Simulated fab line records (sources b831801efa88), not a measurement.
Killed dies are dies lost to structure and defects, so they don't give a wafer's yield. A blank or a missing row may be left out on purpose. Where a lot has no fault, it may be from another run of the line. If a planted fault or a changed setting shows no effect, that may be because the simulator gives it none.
fab line records || flow sfq_line
record {"lots": 15, "wafers": 44, "last_day": 88}
route steps=325 shown I4@164
lots untouched by any fault: they come from a run of this same line in which no faults occurred
start_h: the number of hours between the record's first day and the start of the first shown wafer of the lot || wait_h: hours elapsed since this lot's preceding step || " as in the row above || L1.1+2: a single row standing in for several wafers || - either no value or no given start || * or withheld: withheld || < > ~ a bound
route shown NAME@n: names a module that has steps shown in the file, with the first one's number in the route || usual: average and standard deviation across the fault-free wafers || same: alike in all rows || chamber/n: place in a boat || sites: readings site by site || _std_site: standard deviation of those values || _edge_site: the outer-site mean with the inner-site mean subtracted || radius_mm: how far each site lies from the wafer's centre || mask NAME#n: copy n || behind: the tool/chamber that last shaped the wafer || hold: why the lot went on hold/how many hours it stayed there/how the hold came to an end || device: transistor that didn't switch, given as n, p or np || end of line: the route-end tests of the same wafers || a step with no rows: only its recipe || killed: dies that structure and defects cost at the first sort, which is not the same as the wafer's yield || map: shows each die of a wafer: x if killed, . if not, _ if none is there
set.NAME: the setting that was run; set.NAME@STEP: the one run at that earlier step || model.NAME: the simulator's own value behind a step, which no gauge read
one table for each step of the route and one row for each wafer, over a sample of lots
services: a tool's chamber out of use, with start hour (start_h, from the record's first day; less than 0 if before it), hours out, and reason
## steps
# step SFQ_TRILAYER_I4_CMP_CMP_100
# recipe {"material": "SiO2", "down_force_psi": 3, "platen_rpm": 60, "pad_velocity_m_s": 0.94248}
# usual {"motor_current_A": "10.1/0.98", "time_to_endpoint_s": "215/6.7"}
{"lot.wafer": "L923.1", "tool": "cmp-01", "chamber": 1, "start_h": 1156.03, "wait_h": 8.8, "motor_current_A": 8.9, "time_to_endpoint_s": 210}
{"lot.wafer": "L923.4", "tool": "cmp-01", "chamber": 2, "start_h": 1156.03, "wait_h": 8.8, "motor_current_A": 9.9, "time_to_endpoint_s": 224}
{"lot.wafer": "L923.5", "tool": "cmp-01", "chamber": 1, "start_h": 1158.03, "wait_h": 10.7, "motor_current_A": 9.2, "time_to_endpoint_s": 218}
{"lot.wafer": "L924.1", "tool": "cmp-02", "chamber": 2, "start_h": 1184.95, "wait_h": 21.9, "motor_current_A": 10.8, "time_to_endpoint_s": 220}
{"lot.wafer": "L924.3", "tool": "cmp-02", "chamber": 3, "start_h": 1184.95, "wait_h": 21.9, "motor_current_A": 8.8, "time_to_endpoint_s": 211}
{"lot.wafer": "L924.5", "tool": "cmp-02", "chamber": 2, "start_h": 1186.95, "wait_h": 23.9, "motor_current_A": 10.5, "time_to_endpoint_s": 221}
{"lot.wafer": "L925.3", "tool": "cmp-02", "chamber": 3, "start_h": 1188.95, "wait_h": 22.5, "motor_current_A": 9.5, "time_to_endpoint_s": 210}
{"lot.wafer": "L925.6", "tool": "cmp-02", "chamber": 0, "start_h": 1188.95, "wait_h": 22.5, "motor_current_A": 9.3, "time_to_endpoint_s": 227}
{"lot.wafer": "L925.5", "tool": "cmp-02", "chamber": 1, "start_h": 1188.95, "wait_h": 22.5, "motor_current_A": 10.2, "time_to_endpoint_s": 222}
{"lot.wafer": "L926.3", "tool": "cmp-01", "chamber": 0, "start_h": 1189.00, "wait_h": 20.1, "motor_current_A": 11.3, "time_to_endpoint_s": 212}
{"lot.wafer": "L926.4", "tool": "cmp-01", "chamber": 1, "start_h": 1189.00, "wait_h": 20.1, "motor_current_A": 8.6, "time_to_endpoint_s": 209}
{"lot.wafer": "L926.6", "tool": "cmp-01", "chamber": 3, "start_h": 1190.50, "wait_h": 21.6, "motor_current_A": 11.5, "time_to_endpoint_s": 216}
{"lot.wafer": "L933.1", "tool": "cmp-01", "chamber": 3, "start_h": 1314.46, "wait_h": 40.4, "motor_current_A": 12.2, "time_to_endpoint_s": 206}
{"lot.wafer": "L933.6", "tool": "cmp-01", "chamber": 1, "start_h": 1315.46, "wait_h": 41.4, "motor_current_A": 9.1, "time_to_endpoint_s": 243}
{"lot.wafer": "L934.4", "tool": "cmp-01", "chamber": 0, "start_h": 1316.46, "wait_h": 40.0, "motor_current_A": 11.3, "time_to_endpoint_s": 215}
{"lot.wafer": "L934.3", "tool": "cmp-01", "chamber": 3, "start_h": 1317.96, "wait_h": 41.5, "motor_current_A": 11.3, "time_to_endpoint_s": 216}
{"lot.wafer": "L934.6", "tool": "cmp-01", "chamber": 1, "start_h": 1318.96, "wait_h": 42.5, "motor_current_A": 8.5, "time_to_endpoint_s": 244}
{"lot.wafer": "L935.4", "tool": "cmp-01", "chamber": 1, "start_h": 1319.46, "wait_h": 38.2, "motor_current_A": 8.7, "time_to_endpoint_s": 211}
{"lot.wafer": "L935.6", "tool": "cmp-01", "chamber": 1, "start_h": 1321.46, "wait_h": 40.2, "motor_current_A": 8.5, "time_to_endpoint_s": 251}
{"lot.wafer": "L935.5", "tool": "cmp-01", "chamber": 2, "start_h": 1321.46, "wait_h": 40.2, "motor_current_A": 9.8, "time_to_endpoint_s": 260}
{"lot.wafer": "L936.3", "tool": "cmp-02", "chamber": 2, "start_h": 1321.62, "wait_h": 39.1, "motor_current_A": 10.7, "time_to_endpoint_s": 212}
{"lot.wafer": "L936.1", "tool": "cmp-02", "chamber": 3, "start_h": 1321.62, "wait_h": 39.1, "motor_current_A": 8.8, "time_to_endpoint_s": 214}
{"lot.wafer": "L936.2", "tool": "cmp-02", "chamber": 0, "start_h": 1321.62, "wait_h": 39.1, "motor_current_A": 9.7, "time_to_endpoint_s": 214}
{"lot.wafer": "L937.3", "tool": "cmp-02", "chamber": 0, "start_h": 1324.62, "wait_h": 39.8, "motor_current_A": 9.1, "time_to_endpoint_s": 211}
{"lot.wafer": "L937.5", "tool": "cmp-02", "chamber": 3, "start_h": 1326.12, "wait_h": 41.3, "motor_current_A": 8.9, "time_to_endpoint_s": 217}
{"lot.wafer": "L937.6", "tool": "cmp-02", "chamber": 0, "start_h": 1326.12, "wait_h": 41.3, "motor_current_A": 9.1, "time_to_endpoint_s": 221}
{"lot.wafer": "L940.2", "tool": "cmp-02", "chamber": 0, "start_h": 1337.49, "wait_h": 39.9, "motor_current_A": 9.6, "time_to_endpoint_s": 228}
{"lot.wafer": "L940.4", "tool": "cmp-02", "chamber": 1, "start_h": 1337.49, "wait_h": 39.9, "motor_current_A": 10.0, "time_to_endpoint_s": 230}
{"lot.wafer": "L940.1", "tool": "cmp-02", "chamber": 2, "start_h": 1337.49, "wait_h": 39.9, "motor_current_A": 10.2, "time_to_endpoint_s": 228}
{"lot.wafer": "L942.3", "tool": "cmp-02", "chamber": 3, "start_h": 1408.27, "wait_h": 23.9, "motor_current_A": 8.6, "time_to_endpoint_s": 208}
{"lot.wafer": "L942.6", "tool": "cmp-02", "chamber": 1, "start_h": 1409.27, "wait_h": 24.9, "motor_current_A": 10.2, "time_to_endpoint_s": 220}
{"lot.wafer": "L942.5", "tool": "cmp-02", "chamber": 2, "start_h": 1409.27, "wait_h": 24.9, "motor_current_A": 10.5, "time_to_endpoint_s": 218}
{"lot.wafer": "L943.1", "tool": "cmp-02", "chamber": 1, "start_h": 1413.27, "wait_h": 19.3, "motor_current_A": 9.9, "time_to_endpoint_s": 221}
{"lot.wafer": "L943.2", "tool": "cmp-02", "chamber": 2, "start_h": 1413.27, "wait_h": 19.3, "motor_current_A": 10.1, "time_to_endpoint_s": 212}
{"lot.wafer": "L943.5", "tool": "cmp-02", "chamber": 2, "start_h": 1415.77, "wait_h": 21.8, "motor_current_A": 10.4, "time_to_endpoint_s": 216}
{"lot.wafer": "L944.3", "tool": "cmp-01", "chamber": 2, "start_h": 1425.23, "wait_h": 17.9, "motor_current_A": 9.8, "time_to_endpoint_s": 215}
{"lot.wafer": "L944.2", "tool": "cmp-01", "chamber": 0, "start_h": 1426.23, "wait_h": 18.9, "motor_current_A": 11.5, "time_to_endpoint_s": 201}
{"lot.wafer": "L944.6", "tool": "cmp-01", "chamber": 2, "start_h": 1427.23, "wait_h": 19.9, "motor_current_A": 9.7, "time_to_endpoint_s": 213}
{"lot.wafer": "L945.1", "tool": "cmp-01", "chamber": 0, "start_h": 1428.23, "wait_h": 18.6, "motor_current_A": 11.4, "time_to_endpoint_s": 206}
{"lot.wafer": "L945.4", "tool": "cmp-01", "chamber": 1, "start_h": 1428.23, "wait_h": 18.6, "motor_current_A": 8.7, "time_to_endpoint_s": 208}
{"lot.wafer": "L945.2", "tool": "cmp-01", "chamber": 2, "start_h": 1428.23, "wait_h": 18.6, "motor_current_A": 10.0, "time_to_endpoint_s": 207}
{"lot.wafer": "L946.1", "tool": "cmp-02", "chamber": 2, "start_h": 1520.72, "wait_h": 0.5, "motor_current_A": 10.6, "time_to_endpoint_s": 216}
{"lot.wafer": "L946.2", "tool": "cmp-02", "chamber": 0, "start_h": 1521.72, "wait_h": 1.5, "motor_current_A": 9.4, "time_to_endpoint_s": 219}
{"lot.wafer": "L946.5", "tool": "cmp-02", "chamber": 2, "start_h": 1522.72, "wait_h": 2.5, "motor_current_A": 10.8, "time_to_endpoint_s": 228}
# step SFQ_TRILAYER_I4_METRO_MEASURE_101
# usual {"thk_nm": "200.1/0.95"}
{"lot.wafer": "L923.1", "tool": "film_metro-01", "chamber": "-", "start_h": 1158.65, "wait_h": 0.1, "thk_nm": 199.1}
{"lot.wafer": "L923.4", "tool": "film_metro-01", "chamber": "-", "start_h": 1158.65, "wait_h": 0.1, "thk_nm": 199.7}
{"lot.wafer": "L923.5", "tool": "film_metro-01", "chamber": "-", "start_h": 1158.65, "wait_h": 0.1, "thk_nm": 199.2}
{"lot.wafer": "L924.1", "tool": "film_metro-02", "chamber": "-", "start_h": 1187.57, "wait_h": 0.1, "thk_nm": 201.8}
{"lot.wafer": "L924.3", "tool": "film_metro-02", "chamber": "-", "start_h": 1187.57, "wait_h": 0.1, "thk_nm": 201.2}
{"lot.wafer": "L924.5", "tool": "film_metro-02", "chamber": "-", "start_h": 1187.57, "wait_h": 0.1, "thk_nm": 200.9}
{"lot.wafer": "L925.3", "tool": "film_metro-02", "chamber": "-", "start_h": 1190.97, "wait_h": 0.5, "thk_nm": 198.8}
{"lot.wafer": "L925.5", "tool": "film_metro-02", "chamber": "-", "start_h": 1190.97, "wait_h": 0.5, "thk_nm": 199.3}
{"lot.wafer": "L925.6", "tool": "film_metro-02", "chamber": "-", "start_h": 1190.97, "wait_h": 0.5, "thk_nm": 201.3}
{"lot.wafer": "L926.3", "tool": "film_metro-04", "chamber": "-", "start_h": 1192.02, "wait_h": 0.5, "thk_nm": 201.7}
{"lot.wafer": "L926.4", "tool": "film_metro-04", "chamber": "-", "start_h": 1192.02, "wait_h": 0.5, "thk_nm": 199.1}
{"lot.wafer": "L926.6", "tool": "film_metro-04", "chamber": "-", "start_h": 1192.02, "wait_h": 0.5, "thk_nm": 200.5}
{"lot.wafer": "L933.1", "tool": "film_metro-04", "chamber": "-", "start_h": 1316.58, "wait_h": 0.1, "thk_nm": 199.9}
{"lot.wafer": "L933.6", "tool": "film_metro-04", "chamber": "-", "start_h": 1317.58, "wait_h": 1.0, "thk_nm": 148.7}
{"lot.wafer": "L934.3", "tool": "film_metro-04", "chamber": "-", "start_h": 1319.98, "wait_h": 0.5, "thk_nm": 199.7}
{"lot.wafer": "L934.4", "tool": "film_metro-04", "chamber": "-", "start_h": 1319.98, "wait_h": 0.5, "thk_nm": 199.8}
{"lot.wafer": "L934.6", "tool": "film_metro-04", "chamber": "-", "start_h": 1319.98, "wait_h": 0.5, "thk_nm": 149.1}
{"lot.wafer": "L935.4", "tool": "film_metro-04", "chamber": "-", "start_h": 1323.18, "wait_h": 0.6, "thk_nm": 199.1}
{"lot.wafer": "L935.5", "tool": "film_metro-04", "chamber": "-", "start_h": 1323.18, "wait_h": 0.6, "thk_nm": 151.1}
{"lot.wafer": "L935.6", "tool": "film_metro-04", "chamber": "-", "start_h": 1323.18, "wait_h": 0.6, "thk_nm": 149.1}
{"lot.wafer": "L936.1", "tool": "film_metro-02", "chamber": "-", "start_h": 1324.24, "wait_h": 0.1, "thk_nm": 199.9}
{"lot.wafer": "L936.2", "tool": "film_metro-02", "chamber": "-", "start_h": 1324.24, "wait_h": 0.1, "thk_nm": 200.1}
{"lot.wafer": "L936.3", "tool": "film_metro-02", "chamber": "-", "start_h": 1324.24, "wait_h": 0.1, "thk_nm": 200.3}
{"lot.wafer": "L937.3", "tool": "film_metro-02", "chamber": "-", "start_h": 1327.64, "wait_h": 0.5, "thk_nm": 200.1}
{"lot.wafer": "L937.5", "tool": "film_metro-02", "chamber": "-", "start_h": 1327.64, "wait_h": 0.5, "thk_nm": 199.5}
{"lot.wafer": "L937.6", "tool": "film_metro-02", "chamber": "-", "start_h": 1327.64, "wait_h": 0.5, "thk_nm": 199.8}
{"lot.wafer": "L940.1", "tool": "film_metro-04", "chamber": "-", "start_h": 1340.61, "wait_h": 0.1, "thk_nm": 199.9}
{"lot.wafer": "L940.2", "tool": "film_metro-04", "chamber": "-", "start_h": 1340.61, "wait_h": 0.1, "thk_nm": 200.1}
{"lot.wafer": "L940.4", "tool": "film_metro-04", "chamber": "-", "start_h": 1340.61, "wait_h": 0.1, "thk_nm": 198.9}
{"lot.wafer": "L942.3", "tool": "film_metro-02", "chamber": "-", "start_h": 1410.79, "wait_h": 0.5, "thk_nm": 200.4}
{"lot.wafer": "L942.5", "tool": "film_metro-02", "chamber": "-", "start_h": 1410.79, "wait_h": 0.5, "thk_nm": 200.0}
{"lot.wafer": "L942.6", "tool": "film_metro-02", "chamber": "-", "start_h": 1410.79, "wait_h": 0.5, "thk_nm": 198.6}
{"lot.wafer": "L943.1", "tool": "film_metro-02", "chamber": "-", "start_h": 1416.39, "wait_h": 0.1, "thk_nm": 198.7}
{"lot.wafer": "L943.2", "tool": "film_metro-02", "chamber": "-", "start_h": 1416.39, "wait_h": 0.1, "thk_nm": 199.3}
{"lot.wafer": "L943.5", "tool": "film_metro-02", "chamber": "-", "start_h": 1416.39, "wait_h": 0.1, "thk_nm": 200.4}
{"lot.wafer": "L944.2", "tool": "film_metro-04", "chamber": "-", "start_h": 1428.55, "wait_h": 0.3, "thk_nm": 199.4}
{"lot.wafer": "L944.3", "tool": "film_metro-04", "chamber": "-", "start_h": 1428.55, "wait_h": 0.3, "thk_nm": 199.5}
{"lot.wafer": "L944.6", "tool": "film_metro-04", "chamber": "-", "start_h": 1428.55, "wait_h": 0.3, "thk_nm": 199.9}
{"lot.wafer": "L945.1", "tool": "film_metro-02", "chamber": "-", "start_h": 1431.35, "wait_h": 0.1, "thk_nm": 198.7}
{"lot.wafer": "L945.2", "tool": "film_metro-02", "chamber": "-", "start_h": 1431.35, "wait_h": 0.1, "thk_nm": 199.9}
{"lot.wafer": "L945.4", "tool": "film_metro-02", "chamber": "-", "start_h": 1431.35, "wait_h": 0.1, "thk_nm": 198.7}
{"lot.wafer": "L946.1", "tool": "film_metro-01", "chamber": "-", "start_h": 1523.34, "wait_h": 0.1, "thk_nm": 200.1}
{"lot.wafer": "L946.2", "tool": "film_metro-01", "chamber": "-", "start_h": 1523.34, "wait_h": 0.1, "thk_nm": 201.1}
{"lot.wafer": "L946.5", "tool": "film_metro-01", "chamber": "-", "start_h": 1523.34, "wait_h": 0.1, "thk_nm": 200.0}
# step SFQ_TRILAYER_I4_VIA_ETCH_VIA_ETCH_106
# recipe {"target": "SiO2", "stop_on": "Nb", "mask_material": "PR", "taper_deg": 20, "chemistry": "CHF3", "target_depth_nm": 260, "source_w": 500, "bias_w": 80, "pressure_mtorr": 30, "time_s": "withheld"}
# usual {"chamber_pressure_mTorr": "29.999/0.027", "drypump_motor_current_A": "5.8/0.5", "oes_product_au": "0.855/0.0051"}
{"lot.wafer": "L923.1", "tool": "rie_diel-02", "chamber": 0, "start_h": 1227.36, "wait_h": 0.0, "chamber_pressure_mTorr": 30.024, "drypump_motor_current_A": 5.8, "oes_product_au": 0.846}
{"lot.wafer": "L923.4", "tool": "rie_diel-02", "chamber": 1, "start_h": 1227.36, "wait_h": 0.0, "chamber_pressure_mTorr": 29.994, "drypump_motor_current_A": 5.2, "oes_product_au": 0.855}
{"lot.wafer": "L923.5", "tool": "rie_diel-02", "chamber": 0, "start_h": 1227.36, "wait_h": 0.0, "chamber_pressure_mTorr": 29.972, "drypump_motor_current_A": 5.8, "oes_product_au": 0.851}
{"lot.wafer": "L924.1", "tool": "rie_diel-03", "chamber": 1, "start_h": 1261.04, "wait_h": 0.0, "chamber_pressure_mTorr": 29.970, "drypump_motor_current_A": 6.6, "oes_product_au": 0.860}
{"lot.wafer": "L924.3", "tool": "rie_diel-03", "chamber": 2, "start_h": 1261.04, "wait_h": 0.0, "chamber_pressure_mTorr": 29.995, "drypump_motor_current_A": 5.3, "oes_product_au": 0.856}
{"lot.wafer": "L924.5", "tool": "rie_diel-03", "chamber": 3, "start_h": 1261.04, "wait_h": 0.0, "chamber_pressure_mTorr": 30.001, "drypump_motor_current_A": 5.9, "oes_product_au": 0.856}
{"lot.wafer": "L925.3", "tool": "rie_diel-04", "chamber": 3, "start_h": 1264.64, "wait_h": 0.0, "chamber_pressure_mTorr": 29.990, "drypump_motor_current_A": 6.6, "oes_product_au": 0.853}
{"lot.wafer": "L925.5", "tool": "rie_diel-04", "chamber": 3, "start_h": 1264.64, "wait_h": 0.0, "chamber_pressure_mTorr": 30.016, "drypump_motor_current_A": 6.6, "oes_product_au": 0.855}
{"lot.wafer": "L925.6", "tool": "rie_diel-04", "chamber": 0, "start_h": 1264.64, "wait_h": 0.0, "chamber_pressure_mTorr": 29.963, "drypump_motor_current_A": 5.3, "oes_product_au": 0.858}
{"lot.wafer": "L926.3", "tool": "rie_diel-03", "chamber": 0, "start_h": 1267.04, "wait_h": 0.0, "chamber_pressure_mTorr": 29.951, "drypump_motor_current_A": 6.3, "oes_product_au": 0.863}
{"lot.wafer": "L926.4", "tool": "rie_diel-03", "chamber": 3, "start_h": 1267.04, "wait_h": 0.0, "chamber_pressure_mTorr": 30.004, "drypump_motor_current_A": 5.9, "oes_product_au": 0.844}
{"lot.wafer": "L926.6", "tool": "rie_diel-03", "chamber": 1, "start_h": 1267.04, "wait_h": 0.0, "chamber_pressure_mTorr": 30.056, "drypump_motor_current_A": 6.7, "oes_product_au": 0.861}
{"lot.wafer": "L933.1", "tool": "rie_diel-03", "chamber": 0, "start_h": 1320.10, "wait_h": 0.0, "chamber_pressure_mTorr": 30.008, "drypump_motor_current_A": 6.3, "oes_product_au": 0.856}
{"lot.wafer": "L933.6", "tool": "rie_diel-03", "chamber": 3, "start_h": 1320.10, "wait_h": 0.0, "chamber_pressure_mTorr": 30.009, "drypump_motor_current_A": 5.9, "oes_product_au": 0.738}
{"lot.wafer": "L934.3", "tool": "rie_diel-02", "chamber": 1, "start_h": 1323.10, "wait_h": 0.0, "chamber_pressure_mTorr": 29.972, "drypump_motor_current_A": 5.2, "oes_product_au": 0.855}
{"lot.wafer": "L934.4", "tool": "rie_diel-02", "chamber": 3, "start_h": 1323.10, "wait_h": 0.0, "chamber_pressure_mTorr": 29.990, "drypump_motor_current_A": 5.7, "oes_product_au": 0.856}
{"lot.wafer": "L934.6", "tool": "rie_diel-02", "chamber": 2, "start_h": 1323.10, "wait_h": 0.0, "chamber_pressure_mTorr": 30.066, "drypump_motor_current_A": 5.4, "oes_product_au": 0.736}
{"lot.wafer": "L935.4", "tool": "rie_diel-03", "chamber": 1, "start_h": 1326.10, "wait_h": 0.0, "chamber_pressure_mTorr": 29.968, "drypump_motor_current_A": 6.6, "oes_product_au": 0.852}
{"lot.wafer": "L935.5", "tool": "rie_diel-03", "chamber": 0, "start_h": 1326.10, "wait_h": 0.0, "chamber_pressure_mTorr": 30.017, "drypump_motor_current_A": 6.3, "oes_product_au": 0.728}
{"lot.wafer": "L935.6", "tool": "rie_diel-03", "chamber": 1, "start_h": 1326.10, "wait_h": 0.0, "chamber_pressure_mTorr": 29.980, "drypump_motor_current_A": 6.6, "oes_product_au": 0.732}
{"lot.wafer": "L936.1", "tool": "rie_diel-02", "chamber": 0, "start_h": 1327.77, "wait_h": 0.0, "chamber_pressure_mTorr": 30.029, "drypump_motor_current_A": 5.9, "oes_product_au": 0.861}
{"lot.wafer": "L936.2", "tool": "rie_diel-02", "chamber": 1, "start_h": 1327.77, "wait_h": 0.0, "chamber_pressure_mTorr": 30.032, "drypump_motor_current_A": 5.2, "oes_product_au": 0.855}
{"lot.wafer": "L936.3", "tool": "rie_diel-02", "chamber": 3, "start_h": 1327.77, "wait_h": 0.0, "chamber_pressure_mTorr": 29.993, "drypump_motor_current_A": 5.7, "oes_product_au": 0.853}
{"lot.wafer": "L937.3", "tool": "rie_diel-04", "chamber": 3, "start_h": 1330.77, "wait_h": 0.0, "chamber_pressure_mTorr": 29.962, "drypump_motor_current_A": 6.7, "oes_product_au": 0.856}
{"lot.wafer": "L937.5", "tool": "rie_diel-04", "chamber": 1, "start_h": 1330.77, "wait_h": 0.0, "chamber_pressure_mTorr": 29.987, "drypump_motor_current_A": 5.3, "oes_product_au": 0.850}
{"lot.wafer": "L937.6", "tool": "rie_diel-04", "chamber": 2, "start_h": 1330.77, "wait_h": 0.0, "chamber_pressure_mTorr": 30.000, "drypump_motor_current_A": 5.5, "oes_product_au": 0.858}
{"lot.wafer": "L940.1", "tool": "rie_diel-02", "chamber": 2, "start_h": 1451.87, "wait_h": 0.0, "chamber_pressure_mTorr": 29.984, "drypump_motor_current_A": 5.3, "oes_product_au": 0.859}
{"lot.wafer": "L940.2", "tool": "rie_diel-02", "chamber": 3, "start_h": 1451.87, "wait_h": 0.0, "chamber_pressure_mTorr": 30.023, "drypump_motor_current_A": 5.7, "oes_product_au": 0.854}
{"lot.wafer": "L940.4", "tool": "rie_diel-02", "chamber": 0, "start_h": 1451.87, "wait_h": 0.0, "chamber_pressure_mTorr": 29.998, "drypump_motor_current_A": 5.9, "oes_product_au": 0.861}
{"lot.wafer": "L942.3", "tool": "rie_diel-02", "chamber": 2, "start_h": 1521.59, "wait_h": 0.0, "chamber_pressure_mTorr": 30.029, "drypump_motor_current_A": 5.3, "oes_product_au": 0.848}
{"lot.wafer": "L942.5", "tool": "rie_diel-02", "chamber": 2, "start_h": 1521.59, "wait_h": 0.0, "chamber_pressure_mTorr": 30.051, "drypump_motor_current_A": 5.4, "oes_product_au": 0.851}
{"lot.wafer": "L942.6", "tool": "rie_diel-02", "chamber": 1, "start_h": 1521.59, "wait_h": 0.0, "chamber_pressure_mTorr": 30.019, "drypump_motor_current_A": 5.2, "oes_product_au": 0.849}
{"lot.wafer": "L943.1", "tool": "rie_diel-03", "chamber": 1, "start_h": 1533.59, "wait_h": 0.0, "chamber_pressure_mTorr": 29.996, "drypump_motor_current_A": 6.6, "oes_product_au": 0.849}
{"lot.wafer": "L943.2", "tool": "rie_diel-03", "chamber": 2, "start_h": 1533.59, "wait_h": 0.0, "chamber_pressure_mTorr": 29.995, "drypump_motor_current_A": 5.3, "oes_product_au": 0.857}
{"lot.wafer": "L943.5", "tool": "rie_diel-03", "chamber": 1, "start_h": 1533.59, "wait_h": 0.0, "chamber_pressure_mTorr": 29.960, "drypump_motor_current_A": 6.6, "oes_product_au": 0.865}
{"lot.wafer": "L944.2", "tool": "rie_diel-04", "chamber": 0, "start_h": 1547.99, "wait_h": 0.0, "chamber_pressure_mTorr": 29.994, "drypump_motor_current_A": 5.4, "oes_product_au": 0.854}
{"lot.wafer": "L944.3", "tool": "rie_diel-04", "chamber": 2, "start_h": 1547.99, "wait_h": 0.0, "chamber_pressure_mTorr": 29.988, "drypump_motor_current_A": 5.5, "oes_product_au": 0.858}
{"lot.wafer": "L944.6", "tool": "rie_diel-04", "chamber": 2, "start_h": 1547.99, "wait_h": 0.0, "chamber_pressure_mTorr": 29.996, "drypump_motor_current_A": 5.5, "oes_product_au": 0.858}
{"lot.wafer": "L945.1", "tool": "rie_diel-02", "chamber": 2, "start_h": 1551.59, "wait_h": 0.0, "chamber_pressure_mTorr": 29.998, "drypump_motor_current_A": 5.3, "oes_product_au": 0.853}
{"lot.wafer": "L945.2", "tool": "rie_diel-02", "chamber": 1, "start_h": 1551.59, "wait_h": 0.0, "chamber_pressure_mTorr": 30.016, "drypump_motor_current_A": 5.2, "oes_product_au": 0.859}
{"lot.wafer": "L945.4", "tool": "rie_diel-02", "chamber": 0, "start_h": 1551.59, "wait_h": 0.0, "chamber_pressure_mTorr": 29.999, "drypump_motor_current_A": 5.9, "oes_product_au": 0.849}
{"lot.wafer": "L946.1", "tool": "rie_diel-03", "chamber": 1, "start_h": 1652.52, "wait_h": 0.0, "chamber_pressure_mTorr": 29.964, "drypump_motor_current_A": 6.6, "oes_product_au": 0.850}
{"lot.wafer": "L946.2", "tool": "rie_diel-03", "chamber": 3, "start_h": 1652.52, "wait_h": 0.0, "chamber_pressure_mTorr": 30.023, "drypump_motor_current_A": 5.9, "oes_product_au": 0.858}
{"lot.wafer": "L946.5", "tool": "rie_diel-03", "chamber": 2, "start_h": 1652.52, "wait_h": 0.0, "chamber_pressure_mTorr": 29.982, "drypump_motor_current_A": 5.3, "oes_product_au": 0.859}
## services
{"tool": "cmp-02", "chamber": "-", "start_h": 1151.04, "hours": 1.0, "kind": "repair"}
{"tool": "film_metro-02", "chamber": "-", "start_h": 1156.85, "hours": 0.3, "kind": "pm"}
{"tool": "cmp-02", "chamber": "-", "start_h": 1173.04, "hours": 5.4, "kind": "pm"}
{"tool": "film_metro-02", "chamber": "-", "start_h": 1210.82, "hours": 0.2, "kind": "pm"}
{"tool": "cmp-02", "chamber": "-", "start_h": 1223.54, "hours": 28.7, "kind": "repair"}
{"tool": "cmp-02", "chamber": "-", "start_h": 1255.28, "hours": 5.0, "kind": "pm"}
{"tool": "cmp-02", "chamber": "-", "start_h": 1273.92, "hours": 2.2, "kind": "repair"}
{"tool": "cmp-02", "chamber": "-", "start_h": 1330.21, "hours": 1.0, "kind": "repair"}
{"tool": "film_metro-02", "chamber": "-", "start_h": 1356.69, "hours": 0.3, "kind": "pm"}
{"tool": "cmp-02", "chamber": "-", "start_h": 1369.30, "hours": 1.6, "kind": "repair"}
{"tool": "cmp-02", "chamber": "-", "start_h": 1379.82, "hours": 0.5, "kind": "repair"}
{"tool": "cmp-02", "chamber": "-", "start_h": 1385.51, "hours": 0.5, "kind": "repair"}
{"tool": "film_metro-02", "chamber": "-", "start_h": 1402.59, "hours": 1.6, "kind": "pm"}
{"tool": "cmp-02", "chamber": "-", "start_h": 1429.10, "hours": 0.2, "kind": "repair"}
{"tool": "cmp-02", "chamber": "-", "start_h": 1430.78, "hours": 1.2, "kind": "repair"}
{"tool": "cmp-02", "chamber": "-", "start_h": 1432.02, "hours": 4.0, "kind": "pm"}
{"tool": "film_metro-02", "chamber": "-", "start_h": 1443.81, "hours": 3.7, "kind": "repair"}
{"tool": "film_metro-02", "chamber": "-", "start_h": 1455.60, "hours": 1.0, "kind": "pm"}
{"tool": "cmp-02", "chamber": "-", "start_h": 1517.18, "hours": 0.4, "kind": "repair"}
{"tool": "cmp-02", "chamber": "-", "start_h": 1533.17, "hours": 3.0, "kind": "repair"}
{"tool": "film_metro-02", "chamber": "-", "start_h": 1601.16, "hours": 1.1, "kind": "pm"}
{"tool": "cmp-02", "chamber": "-", "start_h": 1623.40, "hours": 6.5, "kind": "pm"}
{"tool": "film_metro-02", "chamber": "-", "start_h": 1632.09, "hours": 1.8, "kind": "pm"}
{"tool": "film_metro-02", "chamber": "-", "start_h": 1646.35, "hours": 0.4, "kind": "pm"}
## key
first_sign {"step": "SFQ_TRILAYER_I4_CMP_CMP_100", "reading": "time_to_endpoint_s", "direction": "up", "sigmas": 5.1, "usual": "*", "struck": "*"}
effect {"step": "SFQ_TRILAYER_I4_METRO_MEASURE_101", "reading": "thk_nm", "direction": "down", "sigmas": 53, "usual": 200.1, "struck": 149.5}
effect {"step": "SFQ_TRILAYER_I4_VIA_ETCH_VIA_ETCH_106", "reading": "oes_product_au", "direction": "down", "sigmas": 24, "usual": 0.855, "struck": 0.733}
met_at SFQ_TRILAYER_I4_CMP_CMP_100
struck_lots L933,L934,L935
struck_wafers L933.6,L934.6,L935.5,L935.6
fault {"kind": "process_parameter_drift", "tool": "cmp-01", "chamber": "-", "onset_h": 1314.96, "steps": "SFQ_TRILAYER_I4_CMP_CMP_100", "channel": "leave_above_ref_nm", "offset": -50, "shape": "step", "end_h": 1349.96, "scope": "struck_wafers_only", "acts_in": "these_recipes_only", "stated": 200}
